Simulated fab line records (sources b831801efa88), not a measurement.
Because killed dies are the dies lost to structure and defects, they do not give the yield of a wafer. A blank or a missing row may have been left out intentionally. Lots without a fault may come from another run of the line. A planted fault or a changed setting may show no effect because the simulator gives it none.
fab line records	flow sky130
[record] lots = 24	wafers = 72	last_day = 50
route steps=708 shown NWELL@63 SONOS_ONO@173 LI_CONTACT@377 CONTACT@423 METAL2@498 METAL5@661
lots that met no fault: taken from a fault-free run of the same line
start_h: the number of hours between the record's first day and the start of the first shown wafer of the lot	wait_h: hours from the lot's prior step to this one	" same as the row above	L1.1+2: one row covering several wafers at once	- no value, or no start was given	* or withheld: withheld	< > ~ a bound
route shown NAME@n: names a module that has steps shown in the file, with the first one's number in the route	usual: mean/standard deviation of fault-free wafers	same: alike in all rows	chamber/n: place in a boat	sites: each site's reading	_std_site: standard deviation of those values	_edge_site: the outer-site mean with the inner-site mean subtracted	radius_mm: how far each site lies from the wafer's centre	mask NAME#n: copy n	behind: the last tool/chamber to shape the wafer	hold: why the lot was held/for how many hours/how that ended	device: transistor that didn't switch, given as n, p or np	end of line: the same wafers' tests at the end of the route	for a step that has no rows: nothing shown but its recipe	killed: not the wafer's yield, but the dies lost to structure and defects at the first sort	map: dies across one wafer; x = killed, . = not, _ = none there
set.NAME: the run value of the setting; set.NAME@STEP: its run value at that earlier step	model.NAME: the simulator's own value behind a step, which no gauge read
a sample of lots followed through the steps of the route, with each step as a table and each wafer as a row
services: a tool's chamber out of use, with start hour (start_h, from the record's first day; less than 0 if before it), hours out, and reason
[[steps]]
[step SKY_NWELL_OVL_MEAS_10]
[usual] NWELL_00_OVL = 0.5/1.4
lot.wafer	tool	chamber	start_h	wait_h	NWELL_00_OVL[nm]
L074.2	overlay-01	-	87.57	-	0.6
L074.3	"	-	"	"	-2.0
L074.4	"	-	"	"	-0.4
L075.4	overlay-01	-	90.78	-	0.9
L075.5	"	-	"	"	0.4
L075.6	"	-	"	"	1.3
L076.1	overlay-02	-	98.86	-	-2.6
L076.2	"	-	"	"	-0.7
L076.6	"	-	"	"	0.5
L077.1	overlay-01	-	106.88	-	0.9
L077.4	"	-	"	"	0.1
L077.6	"	-	"	"	2.4
L078.3	overlay-02	-	109.60	-	1.6
L078.5	"	-	"	"	1.1
L078.6	"	-	"	"	-0.4
L079.1	overlay-02	-	115.73	-	1.6
L079.4	"	-	"	"	1.2
L079.6	"	-	"	"	-0.5
L080.1	overlay-01	-	122.00	-	-0.4
L080.2	"	-	"	"	0.5
L080.6	"	-	"	"	0.6
L081.1	overlay-02	-	130.75	-	1.2
L081.2	"	-	"	"	0.1
L081.4	"	-	"	"	1.5
L082.2	overlay-02	-	134.36	-	2.5
L082.3	"	-	"	"	1.0
L082.6	"	-	"	"	-1.2
L083.1	overlay-02	-	137.41	-	-3.3
L083.3	"	-	"	"	-1.4
L083.5	"	-	"	"	-1.0
L084.1	overlay-02	-	143.58	-	2.4
L084.3	"	-	"	"	2.3
L084.5	"	-	"	"	3.2
L085.1	overlay-01	-	154.08	-	0.4
L085.4	"	-	"	"	-0.2
L085.5	"	-	"	"	0.7
L086.1	overlay-01	-	159.51	-	-0.6
L086.4	"	-	"	"	0.2
L086.6	"	-	"	"	2.3
L087.4	overlay-01	-	162.95	-	1.0
L087.5	"	-	"	"	1.2
L087.6	"	-	"	"	2.7
L088.1	overlay-01	-	168.08	-	2.7
L088.2	"	-	"	"	0.8
L088.3	"	-	"	"	1.0
L089.2	overlay-01	-	172.29	-	-1.3
L089.3	"	-	"	"	0.4
L089.4	"	-	"	"	0.1
L090.1	overlay-01	-	177.28	-	1.5
L090.5	"	-	"	"	-0.5
L090.6	"	-	"	"	-0.7
L091.2	overlay-02	-	184.66	-	2.5
L091.4	"	-	"	"	0.2
L091.6	"	-	"	"	1.0
L092.4	overlay-01	-	192.73	-	3.0
L092.5	"	-	"	"	0.5
L092.6	"	-	"	"	0.5
L093.2	overlay-01	-	199.34	-	1.4
L093.3	"	-	"	"	2.8
L093.4	"	-	"	"	2.1
L094.3	overlay-01	-	206.15	-	0.6
L094.4	"	-	"	"	-0.7
L094.5	"	-	"	"	0.4
L095.2	overlay-01	-	210.64	-	1.4
L095.5	"	-	"	"	2.8
L095.6	"	-	"	"	2.1
L096.2	overlay-02	-	216.64	-	0.5
L096.3	"	-	"	"	0.4
L096.4	"	-	"	"	-0.2
L097.1	overlay-02	-	218.26	-	0.2
L097.2	"	-	"	"	-2.3
L097.6	"	-	"	"	-2.3
[step SKY_SONOS_ONO_THK_MEAS_05]
[recipe] reads = SiO2_of_SONOS_ONO_CVD_04
[usual] SONOS_ONO_CVD_04_THK = 5.72/0.12
lot.wafer	tool	chamber	start_h	wait_h	SONOS_ONO_CVD_04_THK[nm]
L074.2	film_metro-03	-	259.44	0.0	5.59
L074.3	"	-	"	"	5.58
L074.4	"	-	"	"	5.65
L075.4	film_metro-04	-	263.64	0.0	5.62
L075.5	"	-	"	"	5.64
L075.6	"	-	"	"	5.77
L076.1	film_metro-03	-	273.27	0.0	5.93
L076.2	"	-	"	"	5.81
L076.6	"	-	"	"	5.82
L077.1	film_metro-03	-	286.50	0.0	5.72
L077.4	"	-	"	"	5.68
L077.6	"	-	"	"	5.61
L078.3	film_metro-04	-	292.09	0.0	5.89
L078.5	"	-	"	"	5.79
L078.6	"	-	"	"	5.84
L079.1	film_metro-04	-	296.52	0.0	5.63
L079.4	"	-	"	"	5.41
L079.6	"	-	"	"	5.59
L080.1	film_metro-03	-	305.89	0.0	5.80
L080.2	"	-	"	"	5.73
L080.6	"	-	"	"	5.65
L081.1	film_metro-04	-	318.89	0.0	5.78
L081.2	"	-	"	"	5.77
L081.4	"	-	"	"	5.81
L082.2	film_metro-01	-	324.30	0.0	5.67
L082.3	"	-	"	"	5.59
L082.6	"	-	"	"	5.63
L083.1	film_metro-04	-	327.13	0.0	5.58
L083.3	"	-	"	"	5.60
L083.5	"	-	"	"	5.43
L084.1	film_metro-04	-	335.84	0.0	5.73
L084.3	"	-	"	"	5.76
L084.5	"	-	"	"	5.70
L085.1	film_metro-03	-	351.81	0.0	5.74
L085.4	"	-	"	"	5.61
L085.5	"	-	"	"	5.61
L086.1	film_metro-04	-	358.89	0.0	5.63
L086.4	"	-	"	"	5.64
L086.6	"	-	"	"	5.73
L087.4	film_metro-03	-	364.43	0.0	5.67
L087.5	"	-	"	"	5.60
L087.6	"	-	"	"	5.64
L088.1	film_metro-01	-	368.11	0.0	5.70
L088.2	"	-	"	"	5.64
L088.3	"	-	"	"	5.55
L089.2	film_metro-04	-	372.42	0.0	5.59
L089.3	"	-	"	"	5.71
L089.4	"	-	"	"	5.61
L090.1	film_metro-04	-	381.91	0.0	5.81
L090.5	"	-	"	"	5.74
L090.6	"	-	"	"	5.78
L091.2	film_metro-03	-	396.53	0.0	5.55
L091.4	"	-	"	"	5.63
L091.6	"	-	"	"	5.63
L092.4	film_metro-01	-	403.74	0.0	5.73
L092.5	"	-	"	"	5.79
L092.6	"	-	"	"	5.77
L093.2	film_metro-04	-	408.17	0.0	5.76
L093.3	"	-	"	"	5.84
L093.4	"	-	"	"	5.79
L094.3	film_metro-01	-	416.92	0.0	5.77
L094.4	"	-	"	"	5.67
L094.5	"	-	"	"	5.72
L095.2	film_metro-04	-	424.43	0.0	5.91
L095.5	"	-	"	"	5.77
L095.6	"	-	"	"	5.85
L096.2	film_metro-01	-	435.15	0.0	5.91
L096.3	"	-	"	"	5.83
L096.4	"	-	"	"	5.94
L097.1	film_metro-04	-	440.27	0.0	5.93
L097.2	"	-	"	"	5.91
L097.6	"	-	"	"	5.96
[step SKY_LI_CONTACT_ETCH_15]
[recipe] target = PSG	chemistry = C4F8/O2/Ar	stop_on = Si	taper_deg = 4.15	mask_material = KrF-thick	source_w = 1500	bias_w = 1200	pressure_mtorr = 40	c4f8_flow_sccm = withheld	O2_flow_sccm = 6	Ar_flow_sccm = 300	time_s = withheld	target_depth_a = 6000
[usual] oes_product_au = 0.836/0.0046	rf_fwd_power_W = 1493/4.9
lot.wafer	tool	chamber	start_h	wait_h	oes_product_au	rf_fwd_power_W
L074.2	rie_diel-01	1	682.63	0.0	0.832	1501
L074.3	"	3	"	"	0.830	1498
L074.4	"	2	"	"	0.841	1497
L075.4	rie_diel-04	1	686.91	0.0	0.832	1485
L075.5	"	3	"	"	0.840	1499
L075.6	"	2	"	"	0.831	1488
L076.1	rie_diel-01	1	699.15	0.0	0.841	1494
L076.2	"	3	"	"	0.835	1495
L076.6	"	3	"	"	0.834	1488
L077.1	rie_diel-01	3	716.05	0.0	0.837	1490
L077.4	"	2	"	"	0.836	1488
L077.6	"	2	"	"	0.832	1487
L078.3	rie_diel-02	1	726.08	0.0	0.840	1487
L078.5	"	1	"	"	0.840	1490
L078.6	"	2	"	"	0.839	1490
L079.1	rie_diel-04	2	732.10	0.0	0.833	1487
L079.4	"	1	"	"	0.833	1493
L079.6	"	0	"	"	0.838	1495
L080.1	rie_diel-02	2	744.83	0.0	0.841	1487
L080.2	"	1	"	"	0.838	1494
L080.6	"	3	"	"	0.838	1492
L081.1	rie_diel-01	0	754.95	0.0	0.833	1503
L081.2	"	1	"	"	0.836	1487
L081.4	"	3	"	"	0.842	1491
L082.2	rie_diel-01	2	762.35	0.0	0.836	1505
L082.3	"	1	"	"	0.836	1478
L082.6	"	2	"	"	0.836	1508
L083.1	rie_diel-02	0	768.30	0.0	0.833	1496
L083.3	"	2	"	"	0.835	1495
L083.5	"	1	"	"	0.845	1488
L084.1	rie_diel-01	0	769.28	0.0	0.845	1493
L084.3	"	3	"	"	0.833	1494
L084.5	"	1	"	"	0.834	1490
L085.1	rie_diel-02	3	783.53	0.0	0.841	1492
L085.4	"	2	"	"	0.838	1488
L085.5	"	2	"	"	0.840	1493
L086.1	rie_diel-01	2	792.20	0.0	0.832	1495
L086.4	"	0	"	"	0.840	1492
L086.6	"	0	"	"	0.830	1497
L087.4	rie_diel-02	2	795.73	0.0	0.834	1498
L087.5	"	0	"	"	0.830	1490
L087.6	"	1	"	"	0.841	1493
L089.2	rie_diel-02	1	804.21	0.0	0.840	1494
L089.3	"	0	"	"	0.840	1501
L089.4	"	3	"	"	0.847	1494
L088.1	rie_diel-01	1	805.10	0.0	0.835	1487
L088.2	"	0	"	"	0.835	1490
L088.3	"	2	"	"	0.841	1492
L090.1	rie_diel-01	3	810.68	0.0	0.839	1499
L090.5	"	0	"	"	0.833	1502
L090.6	"	1	"	"	0.840	1490
L091.2	rie_diel-02	1	825.78	0.0	0.836	1492
L091.4	"	2	"	"	0.835	1490
L091.6	"	3	"	"	0.830	1498
L092.4	rie_diel-01	0	834.07	0.0	0.832	1489
L092.5	"	1	"	"	0.835	1495
L092.6	"	3	"	"	0.837	1495
L093.2	rie_diel-01	3	835.91	0.0	0.830	1497
L093.3	"	1	"	"	0.832	1489
L093.4	"	1	"	"	0.830	1493
L094.3	rie_diel-01	0	843.73	0.0	0.822	1491
L094.4	"	1	"	"	0.833	1493
L094.5	"	3	"	"	0.838	1494
L095.2	rie_diel-01	0	850.18	0.0	0.831	1486
L095.5	"	2	"	"	0.842	1491
L095.6	"	3	"	"	0.834	1490
L096.2	rie_diel-04	1	859.25	0.0	0.839	1489
L096.3	"	2	"	"	0.836	1497
L096.4	"	1	"	"	0.839	1490
L097.1	rie_diel-01	2	864.03	0.0	0.829	1488
L097.2	"	1	"	"	0.844	1490
L097.6	"	2	"	"	0.833	1488
[step SKY_CONTACT_ETCH_17]
[recipe] target = SiO2	chemistry = C4F8/O2/Ar	stop_on = Si3N4	mask_material = KrF-thick	source_w = 1500	bias_w = 1200	pressure_mtorr = 40	c4f8_flow_sccm = withheld	O2_flow_sccm = 6	Ar_flow_sccm = 300	time_s = withheld	target_depth_a = 3400
[usual] oes_product_au = 0.891/0.0045	rf_fwd_power_W = 1488/5.9
lot.wafer	tool	chamber	start_h	wait_h	oes_product_au	rf_fwd_power_W
L074.2	rie_diel-02	0	742.56	0.0	0.891	1498
L074.3	"	2	"	"	0.894	1493
L074.4	"	1	"	"	0.893	1484
L075.4	rie_diel-03	0	747.38	0.0	0.891	1496
L075.5	"	1	"	"	0.892	1486
L075.6	"	2	"	"	0.889	1490
L076.1	rie_diel-02	0	758.71	0.0	0.888	1486
L076.2	"	3	"	"	0.888	1486
L076.6	"	0	"	"	0.886	1486
L077.1	rie_diel-02	2	776.36	0.0	0.890	1493
L077.4	"	2	"	"	0.898	1485
L077.6	"	1	"	"	0.889	1478
L078.3	rie_diel-03	3	784.26	0.0	0.892	1492
L078.5	"	3	"	"	0.891	1491
L078.6	"	0	"	"	0.895	1482
L079.1	rie_diel-03	1	789.81	0.0	0.887	1485
L079.4	"	2	"	"	0.890	1487
L079.6	"	3	"	"	0.891	1479
L080.1	rie_diel-03	2	804.57	0.0	0.893	1483
L080.2	"	1	"	"	0.884	1488
L080.6	"	3	"	"	0.887	1482
L081.1	rie_diel-03	2	812.11	0.0	0.895	1479
L081.2	"	0	"	"	0.893	1489
L081.4	"	1	"	"	0.893	1492
L082.2	rie_diel-04	1	819.96	0.0	0.888	1495
L082.3	"	2	"	"	0.889	1483
L082.6	"	0	"	"	0.892	1488
L083.1	rie_diel-03	1	824.61	0.0	0.888	1497
L083.3	"	3	"	"	0.892	1490
L083.5	"	2	"	"	0.892	1482
L084.1	rie_diel-02	2	824.66	0.0	0.889	1487
L084.3	"	0	"	"	0.885	1493
L084.5	"	2	"	"	0.884	1482
L085.1	rie_diel-04	3	838.66	0.0	0.891	1482
L085.4	"	1	"	"	0.889	1499
L085.5	"	3	"	"	0.882	1490
L086.1	rie_diel-02	2	847.41	0.0	0.884	1477
L086.4	"	3	"	"	0.893	1491
L086.6	"	0	"	"	0.887	1493
L087.4	rie_diel-03	2	851.63	0.0	0.892	1483
L087.5	"	1	"	"	0.896	1485
L087.6	"	2	"	"	0.892	1487
L089.2	rie_diel-03	1	858.81	0.0	0.894	1484
L089.3	"	0	"	"	0.883	1489
L089.4	"	2	"	"	0.888	1467
L088.1	rie_diel-03	3	860.06	0.0	0.891	1486
L088.2	"	1	"	"	0.896	1492
L088.3	"	0	"	"	0.890	1487
L090.1	rie_diel-03	3	866.86	0.0	0.887	1487
L090.5	"	1	"	"	0.885	1486
L090.6	"	0	"	"	0.892	1481
L091.2	rie_diel-03	3	882.31	0.0	0.888	1484
L091.4	"	2	"	"	0.893	1484
L091.6	"	1	"	"	0.888	1491
L092.4	rie_diel-03	2	888.18	0.0	0.888	1487
L092.5	"	1	"	"	0.882	1489
L092.6	"	2	"	"	0.900	1490
L093.2	rie_diel-04	3	890.88	0.0	0.891	1487
L093.3	"	2	"	"	0.889	1488
L093.4	"	1	"	"	0.891	1484
L094.3	rie_diel-02	1	898.61	0.0	0.897	1479
L094.4	"	0	"	"	0.889	1488
L094.5	"	0	"	"	0.886	1484
L095.2	rie_diel-02	3	904.71	0.0	0.888	1490
L095.5	"	0	"	"	0.896	1494
L095.6	"	1	"	"	0.900	1487
L096.2	rie_diel-04	2	913.36	0.0	0.887	1485
L096.3	"	3	"	"	0.890	1480
L096.4	"	1	"	"	0.890	1503
L097.1	rie_diel-04	3	918.53	0.0	0.897	1489
L097.2	"	2	"	"	0.884	1485
L097.6	"	2	"	"	0.886	1481
[step SKY_METAL2_CD_MEAS_15]
[recipe] target_cd_nm = 140
[usual] cd_nm = 139.8/1.4
lot.wafer	tool	chamber	start_h	wait_h	cd_nm
L074.2	cd_sem-02	-	826.85	-	140.9
L074.3	"	-	"	"	142.6
L074.4	"	-	"	"	141.6
L075.4	cd_sem-02	-	834.77	-	138.2
L075.5	"	-	"	"	138.4
L075.6	"	-	"	"	137.6
L076.1	cd_sem-01	-	843.90	-	139.1
L076.2	"	-	"	"	141.0
L076.6	"	-	"	"	140.2
L077.1	cd_sem-02	-	860.38	-	138.6
L077.4	"	-	"	"	138.6
L077.6	"	-	"	"	139.4
L078.3	cd_sem-02	-	868.29	-	136.9
L078.5	"	-	"	"	138.0
L078.6	"	-	"	"	139.1
L079.1	cd_sem-01	-	873.55	-	141.4
L079.4	"	-	"	"	138.8
L079.6	"	-	"	"	140.9
L080.1	cd_sem-02	-	887.76	-	138.0
L080.2	"	-	"	"	140.9
L080.6	"	-	"	"	138.3
L081.1	cd_sem-02	-	896.16	-	141.4
L081.2	"	-	"	"	141.7
L081.4	"	-	"	"	139.5
L082.2	cd_sem-01	-	903.28	-	139.1
L082.3	"	-	"	"	139.5
L082.6	"	-	"	"	139.1
L083.1	cd_sem-01	-	906.98	-	141.2
L083.3	"	-	"	"	139.7
L083.5	"	-	"	"	141.9
L084.1	cd_sem-01	-	907.41	-	142.7
L084.3	"	-	"	"	141.1
L084.5	"	-	"	"	142.3
L085.1	cd_sem-01	-	920.40	-	140.3
L085.4	"	-	"	"	137.4
L085.5	"	-	"	"	138.1
L086.1	cd_sem-02	-	929.33	-	138.1
L086.4	"	-	"	"	139.1
L086.6	"	-	"	"	139.2
L087.4	cd_sem-01	-	932.07	-	140.8
L087.5	"	-	"	"	141.8
L087.6	"	-	"	"	140.9
L089.2	cd_sem-02	-	939.67	-	140.2
L089.3	"	-	"	"	140.5
L089.4	"	-	"	"	139.8
L088.1	cd_sem-02	-	941.01	-	140.7
L088.2	"	-	"	"	140.9
L088.3	"	-	"	"	141.5
L090.1	cd_sem-02	-	947.17	-	139.1
L090.5	"	-	"	"	137.9
L090.6	"	-	"	"	138.5
L091.2	cd_sem-02	-	962.47	-	139.2
L091.4	"	-	"	"	140.0
L091.6	"	-	"	"	139.0
L092.4	cd_sem-02	-	967.87	-	138.6
L092.5	"	-	"	"	138.4
L092.6	"	-	"	"	140.1
L093.2	cd_sem-01	-	969.73	-	141.1
L093.3	"	-	"	"	139.5
L093.4	"	-	"	"	140.8
L094.3	cd_sem-01	-	977.79	-	138.2
L094.4	"	-	"	"	137.6
L094.5	"	-	"	"	136.9
L095.2	cd_sem-02	-	983.00	-	140.6
L095.5	"	-	"	"	140.9
L095.6	"	-	"	"	142.3
L096.2	cd_sem-01	-	990.80	-	138.9
L096.3	"	-	"	"	139.1
L096.4	"	-	"	"	139.2
L097.1	cd_sem-01	-	995.45	-	141.0
L097.2	"	-	"	"	139.8
L097.6	"	-	"	"	140.0
[step SKY_METAL5_SPUTTER_00]
[recipe] material = Ti	target_thk_nm = 15	power_w = 3000	time_s = 10	chamber_pressure_pa = 0.4
[usual] throttle_valve_pct = 30.5/1.4
lot.wafer	tool	chamber	start_h	wait_h	throttle_valve_pct
L074.2	pvd_sputter-03	-	1012.86	0.2	30.6
L074.3	"	-	"	"	28.7
L074.4	"	-	"	"	29.9
L075.4	pvd_sputter-03	-	1019.40	0.2	31.0
L075.5	"	-	"	"	29.7
L075.6	"	-	"	"	28.7
L076.1	pvd_sputter-04	-	1028.00	0.1	29.9
L076.2	"	-	"	"	29.7
L076.6	"	-	"	"	30.6
L077.1	pvd_sputter-04	-	1042.38	0.2	29.1
L077.4	"	-	"	"	29.7
L077.6	"	-	"	"	30.6
L078.3	pvd_sputter-03	-	1049.65	0.2	30.0
L078.5	"	-	"	"	30.8
L078.6	"	-	"	"	28.5
L079.1	pvd_sputter-02	-	1052.95	0.1	33.1
L079.4	"	-	"	"	31.6
L079.6	"	-	"	"	28.5
L080.1	pvd_sputter-02	-	1065.85	0.2	31.7
L080.2	"	-	"	"	33.6
L080.6	"	-	"	"	31.6
L081.1	pvd_sputter-02	-	1072.82	0.2	28.8
L081.2	"	-	"	"	33.5
L081.4	"	-	"	"	31.8
L082.2	pvd_sputter-04	-	1077.64	0.1	30.8
L082.3	"	-	"	"	29.7
L082.6	"	-	"	"	30.9
L083.1	pvd_sputter-04	-	1082.14	0.1	30.5
L083.3	"	-	"	"	30.4
L083.5	"	-	"	"	29.7
L084.1	pvd_sputter-02	-	1083.09	0.1	28.4
L084.3	"	-	"	"	33.5
L084.5	"	-	"	"	33.4
L085.1	pvd_sputter-02	-	1094.05	0.1	28.4
L085.4	"	-	"	"	30.2
L085.5	"	-	"	"	30.4
L086.1	pvd_sputter-02	-	1099.73	0.1	32.0
L086.4	"	-	"	"	30.5
L086.6	"	-	"	"	31.7
L087.4	pvd_sputter-02	-	1101.71	0.1	30.3
L087.5	"	-	"	"	31.4
L087.6	"	-	"	"	33.3
L089.2	pvd_sputter-04	-	1109.08	0.2	29.7
L089.3	"	-	"	"	30.2
L089.4	"	-	"	"	30.6
L088.1	pvd_sputter-02	-	1110.85	0.1	33.7
L088.2	"	-	"	"	31.9
L088.3	"	-	"	"	30.6
L090.1	pvd_sputter-04	-	1116.35	0.2	30.6
L090.5	"	-	"	"	30.7
L090.6	"	-	"	"	29.8
L091.2	pvd_sputter-04	-	1128.14	0.2	29.5
L091.4	"	-	"	"	30.7
L091.6	"	-	"	"	30.4
L092.4	pvd_sputter-03	-	1132.95	0.2	30.1
L092.5	"	-	"	"	30.7
L092.6	"	-	"	"	30.7
L093.2	pvd_sputter-03	-	1135.54	0.1	30.0
L093.3	"	-	"	"	28.6
L093.4	"	-	"	"	30.5
L094.3	pvd_sputter-04	-	1138.45	0.2	30.3
L094.4	"	-	"	"	28.8
L094.5	"	-	"	"	29.6
L095.2	pvd_sputter-04	-	1145.09	0.2	29.2
L095.5	"	-	"	"	30.3
L095.6	"	-	"	"	29.6
L096.2	pvd_sputter-04	-	1152.52	0.2	30.3
L096.3	"	-	"	"	30.8
L096.4	"	-	"	"	29.8
L097.1	pvd_sputter-02	-	1154.87	0.1	31.9
L097.2	"	-	"	"	28.7
L097.6	"	-	"	"	31.8
[[services]]
tool	chamber	start_h	hours	kind
rie_diel-03	2	659.72	13.1	repair
rie_diel-01	0	694.37	5.2	repair
rie_diel-02	3	703.12	2.2	repair
rie_diel-01	2	718.74	3.6	repair
rie_diel-02	0	722.69	4.5	repair
rie_diel-02	3	767.00	10.1	repair
rie_diel-01	1	796.63	5.0	repair
rie_diel-01	2	829.98	14.9	repair
rie_diel-02	1	833.46	2.8	repair
rie_diel-02	2	840.17	6.1	repair
rie_diel-02	-	849.94	14.6	pm
rie_diel-02	2	871.80	2.5	repair
rie_diel-01	-	879.27	0.9	repair
rie_diel-03	3	910.74	1.9	repair
rie_diel-02	3	935.49	6.2	repair
rie_diel-03	1	960.49	13.2	repair
rie_diel-01	-	983.21	0.4	repair
pvd_sputter-04	-	983.99	1.9	repair
rie_diel-01	1	1043.82	1.2	repair
rie_diel-03	-	1067.55	1.7	repair
rie_diel-01	-	1087.73	0.3	repair
rie_diel-03	-	1098.18	2.8	pm
rie_diel-01	-	1106.19	0.9	repair
rie_diel-02	1	1106.40	12.8	repair
[[key]]
fault none
